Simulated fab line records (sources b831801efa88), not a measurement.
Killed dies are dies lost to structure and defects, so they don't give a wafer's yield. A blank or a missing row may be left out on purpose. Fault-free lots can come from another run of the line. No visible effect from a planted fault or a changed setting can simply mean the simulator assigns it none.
Which tool did it? | flow sky130 | 6 lots, 18 wafers sampled, at 2 steps of a route of 708

## WHAT EACH GAUGE READ, for each wafer
SKY_LDD_N_OVL_MEAS_07.
lot  | measured     | on         | LDD_N_OVL (nm)
L806 | day 18 21:22 | overlay-01 | -0.4 -0.9 0.8
L808 | day 19 19:59 | overlay-02 | 1.5 3.3 -0.1
L810 | day 20 21:18 | overlay-02 | 0.8 -1.3 -1.0
L815 | day 22 10:52 | overlay-02 | -50.1 -48.4 -49.9
L817 | day 23 07:22 | overlay-01 | -49.5 -49.0 -49.0
L821 | day 24 19:11 | overlay-01 | -51.2 -51.9 -52.6

## TOOL THAT RAN EACH LOT (tool first, then ch and the chambers of the sampled wafers, then the start)
lot  | SKY_LDD_N_EXPOSE_04
L806 | iline stepper-01 ch 0, day 18 06:12
L808 | iline stepper-01 ch 0, day 19 04:28
L810 | iline stepper-02 ch 0, day 20 06:03
L815 | iline stepper-01 ch 0, day 21 20:07
L817 | iline stepper-01 ch 0, day 22 15:59
L821 | iline stepper-01 ch 0, day 24 04:08
- SKY_LDD_N_EXPOSE_04: exposes mask NTM, target cd 840 nm.

## THE ANSWER, worked out from the rows above alone
Rule: the usual values come from the lots themselves. The widest of any qualifying gaps counts: lots, ordered by their means at a reading, are off when they make up no more than a third of the lots, leave a main group of 4 or more, and stand apart from it by 3 or more times the standard deviation of that group's means. A main group whose means are all the same, to the digits that the tables above print for the reading, isn't used. Also off: a lot with no number at a reading for which 4 or more lots have one. All remaining lots with rows at the step are treated as sound.
No lot is off at any reading shown: from this, nothing can be told.

## WHAT WAS PUT IN BY THE SIMULATOR
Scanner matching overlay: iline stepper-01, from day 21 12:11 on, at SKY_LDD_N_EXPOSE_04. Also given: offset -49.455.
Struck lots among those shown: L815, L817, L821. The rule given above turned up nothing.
